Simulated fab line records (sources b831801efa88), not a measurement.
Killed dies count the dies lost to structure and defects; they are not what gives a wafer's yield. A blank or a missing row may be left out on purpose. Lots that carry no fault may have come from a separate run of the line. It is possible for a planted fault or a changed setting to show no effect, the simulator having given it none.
fab line records	flow gf180mcu
record: lots: 14	wafers: 42	last-day: 33
route steps=602 shown CONTACT@302 M1@316
lots untouched by any fault: they come from a run of this same line in which no faults occurred
start-h: hours from the record's first day to the start of the lot's first wafer shown	wait-h: hours since the lot's step before	" the same as in the row above	L1.1+2: one row covering several wafers at once	- value missing, or start not given	* or withheld: withheld	< > ~ a bound
route shown NAME@n: names a module that has steps shown in the file, with the first one's number in the route	usual: mean and standard deviation over wafers with no fault	same: alike in all rows	chamber/n: place in a boat	sites: the reading at each site	_std_site: the values' standard deviation	_edge_site: inner sites' mean taken away from outer sites' mean	radius-mm: how far each site lies from the wafer's centre	mask NAME#n: copy n	behind: the most recent tool/chamber to have shaped the wafer	hold: the reason the lot was held/the length of the hold in hours/how it ended	device: transistor that didn't switch, given as n, p or np	end of line: the tests these same wafers got at the end of their route	a step given without rows: its recipe and nothing more	killed: dies that structure and defects cost at the first sort, which is not the same as the wafer's yield	map: per-die view of a wafer (x killed, . not killed, _ where there is no die)
set.NAME: setting as actually run; set.NAME@STEP: the setting as run at that earlier step	model.NAME: the simulator's own value behind a step, which no gauge read
steps of the route over a sample of lots; a table a step, a row a wafer
services: when a tool's chamber went out of use (start-h, in hours from the record's first day, below 0 if earlier), for how many hours, and the reason
== steps ==
step: GF_CONTACT_OVL_MEAS_15
usual: CONTACT_OVL: -1/5.8
lot.wafer	tool	chamber	start-h	wait-h	CONTACT_OVL[nm]
L418.2	overlay-02	-	359.38	0.1	0
L418.4	"	-	"	"	-6
L418.6	"	-	"	"	-2
L419.1	overlay-01	-	367.16	0.1	4
L419.2	"	-	"	"	-1
L419.5	"	-	"	"	1
L420.2	overlay-02	-	379.58	0.1	5
L420.5	"	-	"	"	5
L420.6	"	-	"	"	-1
L421.2	overlay-01	-	388.93	0.1	1
L421.3	"	-	"	"	-4
L421.6	"	-	"	"	-2
L422.1	overlay-01	-	395.48	0.1	9
L422.2	"	-	"	"	-1
L422.5	"	-	"	"	-2
L424.1	overlay-02	-	415.83	0.1	13
L424.2	"	-	"	"	1
L424.6	"	-	"	"	5
L425.1	overlay-02	-	427.47	0.1	-12
L425.4	"	-	"	"	-16
L425.6	"	-	"	"	-14
L427.1	overlay-01	-	445.46	0.1	-4
L427.2	"	-	"	"	-12
L427.5	"	-	"	"	-2
L428.1	overlay-01	-	453.77	0.1	-4
L428.3	"	-	"	"	-3
L428.4	"	-	"	"	2
L430.1	overlay-02	-	467.91	0.1	-7
L430.3	"	-	"	"	-5
L430.4	"	-	"	"	-4
L431.3	overlay-01	-	480.23	0.1	-11
L431.4	"	-	"	"	-5
L431.5	"	-	"	"	-5
L433.1	overlay-01	-	498.81	0.1	-4
L433.2	"	-	"	"	-7
L433.3	"	-	"	"	1
L436.1	overlay-02	-	519.71	0.1	0
L436.2	"	-	"	"	-1
L436.5	"	-	"	"	3
L438.1	overlay-01	-	535.42	0.1	1
L438.2	"	-	"	"	-6
L438.3	"	-	"	"	5
step: GF_CONTACT_CVD_24
recipe: material: W	target-thk-nm: 300	time-s: 90.339	temp-c: 400	pressure-torr: 40
usual: chamber-pressure-Torr: 40.00/0.076	heater-power-w: 807/94
lot.wafer	tool	chamber	start-h	wait-h	chamber-pressure-Torr	heater-power-w	since-wet-clean-h
L418.2	cvd-w-01	0	359.98	0.0	39.94	750	970
L418.4	"	1	"	"	40.06	913	-
L418.6	"	1	"	"	40.07	897	-
L419.1	cvd-w-01	0	367.77	0.0	39.94	753	978
L419.2	"	1	"	"	39.99	911	978
L419.5	"	1	"	"	39.87	883	-
L420.2	cvd-w-01	1	380.18	0.0	40.02	916	990
L420.5	"	0	"	"	40.04	768	-
L420.6	"	1	"	"	39.89	885	-
L421.2	cvd-w-01	0	389.52	0.0	40.09	766	1000
L421.3	"	0	"	"	40.07	744	-
L421.6	"	1	"	"	39.96	884	-
L422.1	cvd-w-02	0	396.21	0.0	39.98	722	492
L422.2	"	1	"	"	39.93	897	492
L422.5	"	1	"	"	39.87	938	-
L424.1	cvd-w-01	0	416.42	0.0	40.10	670	12
L424.2	"	1	"	"	39.91	880	12
L424.6	"	1	"	"	40.00	892	-
L425.1	cvd-w-01	1	428.07	0.0	40.06	896	24
L425.4	"	1	"	"	40.22	852	-
L425.6	"	1	"	"	40.00	896	-
L427.1	cvd-w-02	1	446.06	0.0	39.97	916	542
L427.2	"	0	"	"	40.06	727	542
L427.5	"	1	"	"	39.91	896	-
L428.1	cvd-w-02	0	454.56	0.0	39.96	740	551
L428.3	"	1	"	"	39.97	902	-
L428.4	"	0	"	"	40.02	717	-
L430.1	cvd-w-02	1	468.50	0.0	40.17	898	565
L430.3	"	1	"	"	40.01	909	-
L430.4	"	0	"	"	40.00	746	-
L431.3	cvd-w-01	0	480.87	0.1	40.08	679	-
L431.4	"	1	"	"	39.93	876	-
L431.5	"	0	"	"	39.98	667	-
L433.1	cvd-w-02	1	499.40	0.0	40.18	923	595
L433.2	"	0	"	"	39.95	725	595
L433.3	"	1	"	"	40.08	925	-
L436.1	cvd-w-01	1	520.39	0.0	39.96	887	116
L436.2	"	0	"	"	40.04	695	116
L436.5	"	1	"	"	40.11	874	-
L438.1	cvd-w-02	1	536.02	0.0	40.00	917	632
L438.2	"	0	"	"	40.04	730	632
L438.3	"	0	"	"	39.95	750	-
step: GF_M1_SPUTTER_01
recipe: material: TiN	target-thk-nm: 30	power-w: 6500	time-s: 25	chamber-pressure-pa: 0.4
usual: chamber-pressure-pa: 0.4000/0.00081	throttle-valve-pct: 30.0/1
lot.wafer	tool	chamber	start-h	wait-h	chamber-pressure-pa	throttle-valve-pct
L418.2	pvd-sputter-03	-	360.70	0.1	0.4007	29.5
L418.4	"	-	"	"	0.3995	29.7
L418.6	"	-	"	"	0.4015	29.7
L419.1	pvd-sputter-04	-	368.45	0.1	0.4000	31.6
L419.2	"	-	"	"	0.3991	29.7
L419.5	"	-	"	"	0.4000	28.6
L420.2	pvd-sputter-03	-	380.86	0.1	0.4011	31.5
L420.5	"	-	"	"	0.4006	29.9
L420.6	"	-	"	"	0.3992	29.6
L421.2	pvd-sputter-03	-	390.20	0.1	0.3997	31.5
L421.3	"	-	"	"	0.4011	29.9
L421.6	"	-	"	"	0.4011	29.5
L422.1	pvd-sputter-03	-	396.89	0.1	0.3996	31.3
L422.2	"	-	"	"	0.4004	30.1
L422.5	"	-	"	"	0.4004	30.1
L424.1	pvd-sputter-03	-	417.10	0.1	0.4009	31.0
L424.2	"	-	"	"	0.4008	30.0
L424.6	"	-	"	"	0.3998	30.8
L425.1	pvd-sputter-03	-	428.75	0.1	0.4015	29.6
L425.4	"	-	"	"	0.4005	31.3
L425.6	"	-	"	"	0.4008	31.3
L427.1	pvd-sputter-04	-	446.74	0.1	0.3990	30.1
L427.2	"	-	"	"	0.3990	28.4
L427.5	"	-	"	"	0.3999	30.6
L428.1	pvd-sputter-04	-	455.24	0.1	0.4000	30.8
L428.3	"	-	"	"	0.4010	31.6
L428.4	"	-	"	"	0.4017	30.0
L430.1	pvd-sputter-02	-	469.18	0.1	0.4008	29.3
L430.3	"	-	"	"	0.3993	30.4
L430.4	"	-	"	"	0.4000	28.6
L431.3	pvd-sputter-02	-	481.52	0.1	0.4016	29.4
L431.4	"	-	"	"	0.4003	28.7
L431.5	"	-	"	"	0.4014	29.4
L433.1	pvd-sputter-03	-	500.08	0.1	0.4006	29.9
L433.2	"	-	"	"	0.3997	29.7
L433.3	"	-	"	"	0.3995	30.7
L436.1	pvd-sputter-02	-	521.07	0.1	0.4001	30.6
L436.2	"	-	"	"	0.4007	28.4
L436.5	"	-	"	"	0.4002	28.1
L438.1	pvd-sputter-04	-	536.70	0.1	0.4002	30.5
L438.2	"	-	"	"	0.3990	28.1
L438.3	"	-	"	"	0.3997	30.2
step: GF_M1_EXPOSE_11
recipe: mask-id: Metal1	target-cd-nm: 230	na: 0.68	source-shape: conventional	sigma-outer: 0.6	dose-mj: 28
usual: focus-offset-nm: 0.0/0.5
lot.wafer	tool	chamber	start-h	wait-h	mask	focus-offset-nm
L418.2	krf-scanner-02	0	372.38	-	Metal1#0	-0.3
L418.4	"	0	"	"	Metal1#0	-0.6
L418.6	"	0	"	"	Metal1#0	-0.1
L419.1	krf-scanner-02	0	380.06	-	Metal1#0	0.1
L419.2	"	0	"	"	Metal1#0	0.2
L419.5	"	0	"	"	Metal1#0	0.2
L420.2	krf-scanner-01	0	392.95	-	Metal1#0	-0.1
L420.5	"	0	"	"	Metal1#0	0.4
L420.6	"	0	"	"	Metal1#0	0.5
L421.2	krf-scanner-01	0	401.86	-	Metal1#0	-0.9
L421.3	"	0	"	"	Metal1#0	-0.3
L421.6	"	0	"	"	Metal1#0	-0.7
L422.1	krf-scanner-01	0	408.60	-	Metal1#0	0.5
L422.2	"	0	"	"	Metal1#0	0.1
L422.5	"	0	"	"	Metal1#0	0.2
L424.1	krf-scanner-01	0	429.43	-	Metal1#0	0.2
L424.2	"	0	"	"	Metal1#0	0.9
L424.6	"	0	"	"	Metal1#0	0.2
L425.1	krf-scanner-02	0	441.65	-	Metal1#0	-0.5
L425.4	"	0	"	"	Metal1#0	-0.1
L425.6	"	0	"	"	Metal1#0	-0.2
L427.1	krf-scanner-01	0	459.03	-	Metal1#0	-0.4
L427.2	"	0	"	"	Metal1#0	0.1
L427.5	"	0	"	"	Metal1#0	-0.1
L428.1	krf-scanner-02	0	467.32	-	Metal1#0	-0.3
L428.3	"	0	"	"	Metal1#0	0.3
L428.4	"	0	"	"	Metal1#0	0.1
L430.1	krf-scanner-01	0	481.23	-	Metal1#0	-0.4
L430.3	"	0	"	"	Metal1#0	0.0
L430.4	"	0	"	"	Metal1#0	-0.4
L431.3	krf-scanner-01	0	493.49	-	Metal1#0	0.6
L431.4	"	0	"	"	Metal1#0	-0.8
L431.5	"	0	"	"	Metal1#0	-0.4
L433.1	krf-scanner-01	0	512.28	-	Metal1#0	-0.1
L433.2	"	0	"	"	Metal1#0	-0.4
L433.3	"	0	"	"	Metal1#0	0.1
L436.1	krf-scanner-01	0	532.96	-	Metal1#0	0.3
L436.2	"	0	"	"	Metal1#0	0.3
L436.5	"	0	"	"	Metal1#0	0.5
L438.1	krf-scanner-01	0	548.01	-	Metal1#0	0.0
L438.2	"	0	"	"	Metal1#0	0.9
L438.3	"	0	"	"	Metal1#0	0.6
step: GF_M1_CD_MEAS_14
recipe: target-cd-nm: 230
usual: cd-nm: 230.4/1
lot.wafer	tool	chamber	start-h	wait-h	cd-nm
L418.2	cd-sem-02	-	383.67	0.1	231.4
L418.4	"	-	"	"	229.8
L418.6	"	-	"	"	230.6
L419.1	cd-sem-02	-	391.50	0.1	229.7
L419.2	"	-	"	"	231.9
L419.5	"	-	"	"	230.9
L420.2	cd-sem-01	-	404.06	0.1	228.3
L420.5	"	-	"	"	228.4
L420.6	"	-	"	"	228.7
L421.2	cd-sem-01	-	413.43	0.1	232.1
L421.3	"	-	"	"	232.0
L421.6	"	-	"	"	231.5
L422.1	cd-sem-01	-	420.51	0.1	230.1
L422.2	"	-	"	"	230.8
L422.5	"	-	"	"	230.1
L424.1	cd-sem-02	-	441.80	0.1	232.9
L424.2	"	-	"	"	232.2
L424.6	"	-	"	"	231.6
L425.1	cd-sem-02	-	453.50	0.1	230.9
L425.4	"	-	"	"	231.4
L425.6	"	-	"	"	231.4
L427.1	cd-sem-01	-	470.56	0.1	229.8
L427.2	"	-	"	"	230.6
L427.5	"	-	"	"	229.7
L428.1	cd-sem-01	-	479.01	0.1	230.8
L428.3	"	-	"	"	230.3
L428.4	"	-	"	"	229.9
L430.1	cd-sem-02	-	492.85	0.1	231.1
L430.3	"	-	"	"	230.1
L430.4	"	-	"	"	231.9
L431.3	cd-sem-02	-	504.44	0.1	230.7
L431.4	"	-	"	"	229.9
L431.5	"	-	"	"	231.2
L433.1	cd-sem-02	-	523.20	0.1	229.2
L433.2	"	-	"	"	228.7
L433.3	"	-	"	"	227.7
L436.1	cd-sem-01	-	544.06	0.1	229.3
L436.2	"	-	"	"	176.2
L436.5	"	-	"	"	231.1
L438.1	cd-sem-02	-	559.59	0.1	230.3
L438.2	"	-	"	"	173.7
L438.3	"	-	"	"	230.3
== services ==
tool	chamber	start-h	hours	kind
krf-scanner-02	-	340.88	3.6	pm
cvd-w-01	-	341.62	0.2	repair
krf-scanner-02	-	356.17	0.3	repair
cvd-w-02	1	364.87	5.3	repair
krf-scanner-02	-	365.73	1.3	pm
cvd-w-01	-	390.00	14.0	pm
krf-scanner-02	-	390.92	4.0	pm
cvd-w-01	1	402.75	1.9	repair
cvd-w-02	-	412.67	28.1	pm
krf-scanner-01	-	412.92	5.2	repair
krf-scanner-01	-	420.27	1.0	pm
krf-scanner-01	-	422.97	0.6	repair
krf-scanner-02	-	435.08	0.8	pm
krf-scanner-01	-	441.01	3.3	repair
cvd-w-01	-	442.12	6.9	pm
krf-scanner-01	-	444.35	1.3	pm
cvd-w-02	-	447.56	0.6	repair
krf-scanner-02	-	449.52	1.0	pm
krf-scanner-01	-	464.69	4.4	repair
krf-scanner-02	-	465.41	0.6	repair
pvd-sputter-03	-	474.38	5.7	repair
krf-scanner-02	-	484.63	4.4	pm
krf-scanner-01	-	489.00	0.8	pm
krf-scanner-02	-	541.63	1.3	pm
== key ==
first-sign: step: GF_M1_CD_MEAS_14	reading: cd-nm	direction: down	sigmas: 54	usual: 230.4	struck: 174.9
effect none on later readings
met-at GF_M1_EXPOSE_11
struck-lots L436,L438
struck-wafers L436.2,L438.2
later-rows-left-out L436.2,L438.2
sort-left-out L436.2,L438.2
not-acting-at GF_CONTACT_OVL_MEAS_15,GF_CONTACT_CVD_24,GF_M1_SPUTTER_01
onset-between 512.28 532.96
fault: kind: process-parameter-drift	tool: krf-scanner-01	chamber: -	onset-h: 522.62	steps: GF_M1_EXPOSE_11	channel: focus-nm	offset: 417.32	shape: step	end-h: 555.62	scope: struck-wafers-only
sort-left-out: the simulated sort isn't trusted on such a fault, so these wafers' sort isn't shown, and their yield isn't known
later-rows-left-out: the simulator's readings of these wafers behind a module that went badly wrong aren't trusted and aren't shown, but for the sort
